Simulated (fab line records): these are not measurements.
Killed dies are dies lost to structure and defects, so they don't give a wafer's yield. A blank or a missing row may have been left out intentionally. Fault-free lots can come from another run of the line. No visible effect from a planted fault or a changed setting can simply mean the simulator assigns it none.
The tool behind it: which one? | flow sky130 | 24 lots with 72 wafers sampled at 5 steps, on a route of 708 steps

WHAT THE GAUGES READ, wafer by wafer
SKY_CONTACT_THK_MEAS_03. Usual: for CONTACT_HDPCVD_THK the level is 567 nm and the standard deviation is 6.7.
lot  | measured     | on           | CONTACT_HDPCVD_THK (nm) | flag
L074 | day 30 09:41 | filmMetro-03 | 574 571 566             | 
L075 | day 30 11:08 | filmMetro-02 | 566 572 567             | 
L076 | day 30 13:49 | filmMetro-01 | 559 557 561             | 
L077 | day 31 11:59 | filmMetro-03 | 566 566 561             | 
L079 | day 32 03:02 | filmMetro-01 | 559 569 565             | 
L078 | day 32 04:31 | filmMetro-01 | 572 565 574             | 
L082 | day 34 17:55 | filmMetro-01 | 565 572 577             | 
L084 | day 34 18:24 | filmMetro-02 | 565 568 566             | 
L080 | day 34 18:52 | filmMetro-01 | 575 556 562             | 
L081 | day 34 21:07 | filmMetro-02 | 566 572 573             | 
L085 | day 34 21:53 | filmMetro-02 | 562 563 579             | 
L087 | day 34 22:23 | filmMetro-01 | 560 569 567             | 
L086 | day 34 23:26 | filmMetro-01 | 562 560 569             | 
L083 | day 34 23:38 | filmMetro-01 | 569 559 564             | 
L088 | day 34 23:45 | filmMetro-03 | 582 576 566             | 
L089 | day 35 00:58 | filmMetro-03 | 569 573 581             | 
L090 | day 35 15:01 | filmMetro-03 | 577 563 569             | 
L091 | day 35 16:09 | filmMetro-03 | 576 564 583             | 
L092 | day 35 20:08 | filmMetro-02 | 572 565 578             | 
L093 | day 36 09:58 | filmMetro-01 | 570 569 575             | 
L094 | day 36 10:40 | filmMetro-03 | 561 560 567             | 
L095 | day 36 17:04 | filmMetro-03 | 560 555 565             | 
L096 | day 38 06:56 | filmMetro-02 | 558 559 566             | 
L097 | day 38 07:53 | filmMetro-02 | 565 566 567             | 

SKY_CAPM_THK_MEAS_01. Usual: for CAPM_CVD_00_THK the level is 15.62 nm and the standard deviation is 0.24.
lot  | measured     | on           | CAPM_CVD_00_THK (nm) | flag
L074 | day 36 05:47 | filmMetro-02 | 15.14 15.60 15.65    | 
L075 | day 36 07:55 | filmMetro-04 | 15.65 15.36 15.65    | 
L076 | day 36 10:16 | filmMetro-04 | 15.52 15.49 15.75    | 
L077 | day 37 08:09 | filmMetro-02 | 15.22 15.69 15.52    | 
L079 | day 37 23:19 | filmMetro-02 | 15.57 15.04 15.60    | 
L078 | day 38 01:31 | filmMetro-01 | 15.50 15.48 15.82    | 
L082 | day 40 11:31 | filmMetro-02 | 15.80 15.50 15.79    | 
L084 | day 40 13:01 | filmMetro-02 | 15.53 15.81 15.73    | 
L080 | day 40 12:02 | filmMetro-01 | 15.32 15.68 15.74    | 
L081 | day 40 14:34 | filmMetro-04 | 15.30 15.62 15.52    | 
L085 | day 40 15:34 | filmMetro-04 | 15.70 15.91 15.80    | 
L087 | day 40 17:03 | filmMetro-01 | 15.20 15.62 15.87    | 
L086 | day 40 17:20 | filmMetro-04 | 15.65 15.61 15.75    | 
L083 | day 40 16:26 | filmMetro-01 | 15.57 15.30 15.96    | 
L088 | day 40 17:56 | filmMetro-02 | 15.83 15.71 16.13    | 
L089 | day 40 18:14 | filmMetro-04 | 15.80 15.20 15.96    | 
L090 | day 41 06:17 | filmMetro-04 | 15.63 15.59 15.91    | 
L091 | day 41 07:40 | filmMetro-01 | 15.32 14.95 15.54    | 
L092 | day 41 11:15 | filmMetro-04 | 15.46 15.59 15.69    | 
L093 | day 41 22:23 | filmMetro-01 | 15.75 15.49 15.81    | 
L094 | day 42 00:17 | filmMetro-04 | 15.68 15.89 15.93    | 
L095 | day 42 04:43 | filmMetro-04 | 15.67 15.42 15.78    | 
L096 | day 43 16:37 | filmMetro-02 | 15.35 15.21 15.73    | 
L097 | day 43 16:41 | filmMetro-01 | 15.64 15.33 15.47    | 

WHAT TOOL EACH LOT RAN ON (gives the tool, then ch and the chambers of the sampled wafers, and finally the start)
lot  | SKY_CONTACT_CVD_24           | SKY_METAL1_SPUTTER_03       | SKY_METAL3_SPUTTER_04
L074 | cvdW-01 ch 0,1, day 31 14:23 | pvdSputter-03, day 31 15:03 | pvdSputter-01, day 36 05:42
L075 | cvdW-01 ch 0,1, day 31 15:56 | pvdSputter-03, day 31 16:36 | pvdSputter-01, day 36 07:51
L076 | cvdW-01 ch 0,1, day 31 17:42 | pvdSputter-04, day 31 18:22 | pvdSputter-03, day 36 10:11
L077 | cvdW-01 ch 0,1, day 32 16:11 | pvdSputter-03, day 32 16:49 | pvdSputter-03, day 37 08:04
L079 | cvdW-01 ch 0,1, day 33 07:00 | pvdSputter-03, day 33 07:40 | pvdSputter-04, day 37 23:15
L078 | cvdW-01 ch 0,1, day 33 08:27 | pvdSputter-01, day 33 09:07 | pvdSputter-01, day 38 01:26
L082 | cvdW-01 ch 0,1, day 35 21:11 | pvdSputter-03, day 35 21:51 | pvdSputter-01, day 40 11:26
L084 | cvdW-02 ch 0,1, day 35 21:32 | pvdSputter-01, day 35 22:27 | pvdSputter-04, day 40 12:56
L080 | cvdW-01 ch 0,1, day 35 22:10 | pvdSputter-03, day 35 22:49 | pvdSputter-04, day 40 11:57
L081 | cvdW-01 ch 0,1, day 36 01:07 | pvdSputter-03, day 36 01:46 | pvdSputter-04, day 40 14:30
L085 | cvdW-02 ch 0,1, day 36 01:29 | pvdSputter-04, day 36 02:07 | pvdSputter-03, day 40 15:28
L087 | cvdW-01 ch 0,1, day 36 01:37 | pvdSputter-01, day 36 02:22 | pvdSputter-04, day 40 16:58
L086 | cvdW-02 ch 0,1, day 36 02:41 | pvdSputter-03, day 36 03:22 | pvdSputter-01, day 40 17:16
L083 | cvdW-01 ch 0,1, day 36 03:02 | pvdSputter-04, day 36 03:42 | pvdSputter-01, day 40 16:22
L088 | cvdW-02 ch 0,1, day 36 03:21 | pvdSputter-01, day 36 04:01 | pvdSputter-03, day 40 17:52
L089 | cvdW-01 ch 0,1, day 36 03:56 | pvdSputter-03, day 36 04:37 | pvdSputter-04, day 40 18:10
L090 | cvdW-01 ch 0,1, day 36 18:24 | pvdSputter-03, day 36 19:04 | pvdSputter-04, day 41 06:12
L091 | cvdW-01 ch 0,1, day 36 19:35 | pvdSputter-03, day 36 20:16 | pvdSputter-03, day 41 07:35
L092 | cvdW-01 ch 0,1, day 37 00:03 | pvdSputter-04, day 37 00:43 | pvdSputter-03, day 41 11:10
L093 | cvdW-01 ch 0,1, day 37 13:08 | pvdSputter-01, day 37 13:49 | pvdSputter-03, day 41 22:19
L094 | cvdW-01 ch 0, day 37 13:50   | pvdSputter-01, day 37 14:29 | pvdSputter-03, day 42 00:13
L095 | cvdW-01 ch 0,1, day 37 20:18 | pvdSputter-01, day 37 20:58 | pvdSputter-03, day 42 04:39
L096 | cvdW-01 ch 0, day 39 10:11   | pvdSputter-04, day 39 10:59 | pvdSputter-01, day 43 16:32
L097 | cvdW-02 ch 0,1, day 39 10:31 | pvdSputter-01, day 39 11:17 | pvdSputter-03, day 43 16:37
- SKY_CONTACT_CVD_24: deposits W, target thk 340 nm, time 102.12 s.
- SKY_METAL1_SPUTTER_03: material Ti, target thk 5 nm, time 3.3 s.
- SKY_METAL3_SPUTTER_04: material TiN, target thk 70 nm, time 58.3 s.

AS READ BY THE TOOLS THEMSELVES (means over the sampled wafers that have a number; for cases with no such wafer, the mark the record gives instead)
SKY_CONTACT_CVD_24. Usual: heaterPowerW at 849 W, with a standard deviation of 68.
lot  | tool    | heaterPowerW (W) | flag
L074 | cvdW-01 | 830              | 
L075 | cvdW-01 | 892              | 
L076 | cvdW-01 | 836              | 
L077 | cvdW-01 | 880              | 
L079 | cvdW-01 | 838              | 
L078 | cvdW-01 | 847              | 
L082 | cvdW-01 | 847              | 
L084 | cvdW-02 | 801              | 
L080 | cvdW-01 | 887              | 
L081 | cvdW-01 | 886              | 
L085 | cvdW-02 | 794              | 
L087 | cvdW-01 | 897              | 
L086 | cvdW-02 | 814              | 
L083 | cvdW-01 | 841              | 
L088 | cvdW-02 | 842              | 
L089 | cvdW-01 | 842              | 
L090 | cvdW-01 | 842              | 
L091 | cvdW-01 | 838              | 
L092 | cvdW-01 | 832              | 
L093 | cvdW-01 | 889              | 
L094 | cvdW-01 | 791              | 
L095 | cvdW-01 | 880              | 
L096 | cvdW-01 | 781              | 
L097 | cvdW-02 | 828              | 

SKY_METAL1_SPUTTER_03. Usual: throttleValvePct at 30.4 %, with a standard deviation of 0.87.
lot  | tool          | throttleValvePct (%) | flag
L074 | pvdSputter-03 | 30.8                 | 
L075 | pvdSputter-03 | 30.4                 | 
L076 | pvdSputter-04 | 30.9                 | 
L077 | pvdSputter-03 | 29.7                 | 
L079 | pvdSputter-03 | 30.3                 | 
L078 | pvdSputter-01 | 29.7                 | 
L082 | pvdSputter-03 | 29.6                 | 
L084 | pvdSputter-01 | 30.4                 | 
L080 | pvdSputter-03 | 30.0                 | 
L081 | pvdSputter-03 | 31.2                 | 
L085 | pvdSputter-04 | 29.7                 | 
L087 | pvdSputter-01 | 29.8                 | 
L086 | pvdSputter-03 | 30.4                 | 
L083 | pvdSputter-04 | 30.5                 | 
L088 | pvdSputter-01 | 30.5                 | 
L089 | pvdSputter-03 | 30.6                 | 
L090 | pvdSputter-03 | 30.3                 | 
L091 | pvdSputter-03 | 30.2                 | 
L092 | pvdSputter-04 | 30.8                 | 
L093 | pvdSputter-01 | 30.3                 | 
L094 | pvdSputter-01 | 30.5                 | 
L095 | pvdSputter-01 | 30.4                 | 
L096 | pvdSputter-04 | 30.7                 | 
L097 | pvdSputter-01 | 30.4                 | 

SKY_METAL3_SPUTTER_04. Usual: throttleValvePct at 30.5 %, with a standard deviation of 0.88.
lot  | tool          | throttleValvePct (%) | flag
L074 | pvdSputter-01 | 29.8                 | 
L075 | pvdSputter-01 | 30.3                 | 
L076 | pvdSputter-03 | 29.8                 | 
L077 | pvdSputter-03 | 30.3                 | 
L079 | pvdSputter-04 | 30.3                 | 
L078 | pvdSputter-01 | 30.5                 | 
L082 | pvdSputter-01 | 30.6                 | 
L084 | pvdSputter-04 | 31.0                 | 
L080 | pvdSputter-04 | 30.5                 | 
L081 | pvdSputter-04 | 30.2                 | 
L085 | pvdSputter-03 | 30.8                 | 
L087 | pvdSputter-04 | 30.1                 | 
L086 | pvdSputter-01 | 30.4                 | 
L083 | pvdSputter-01 | 29.7                 | 
L088 | pvdSputter-03 | 31.3                 | 
L089 | pvdSputter-04 | 30.4                 | 
L090 | pvdSputter-04 | 30.2                 | 
L091 | pvdSputter-03 | 30.0                 | 
L092 | pvdSputter-03 | 31.3                 | 
L093 | pvdSputter-03 | 30.8                 | 
L094 | pvdSputter-03 | 30.8                 | 
L095 | pvdSputter-03 | 30.7                 | 
L096 | pvdSputter-01 | 29.7                 | 
L097 | pvdSputter-03 | 30.8                 | 

THE ANSWER, worked out from the rows above alone
Rule: take the mean of a lot's wafers that have a number; if it is more than 3 standard deviations from the usual mean, the lot is off. Also off: a lot with no number at a reading for which 4 or more lots have one. Any other lot the step has rows for is counted as sound. The gauges are gone through in route order, then the tools' own readings, and for those a lot's mean is taken as printed above. The first step at which some lot is off is used, and at that step the reading that is off furthest; a lot without a number counts as furthest.
No lot is off on any of the readings shown, so nothing can be concluded from this.

WHAT THE SIMULATOR HAD PUT IN
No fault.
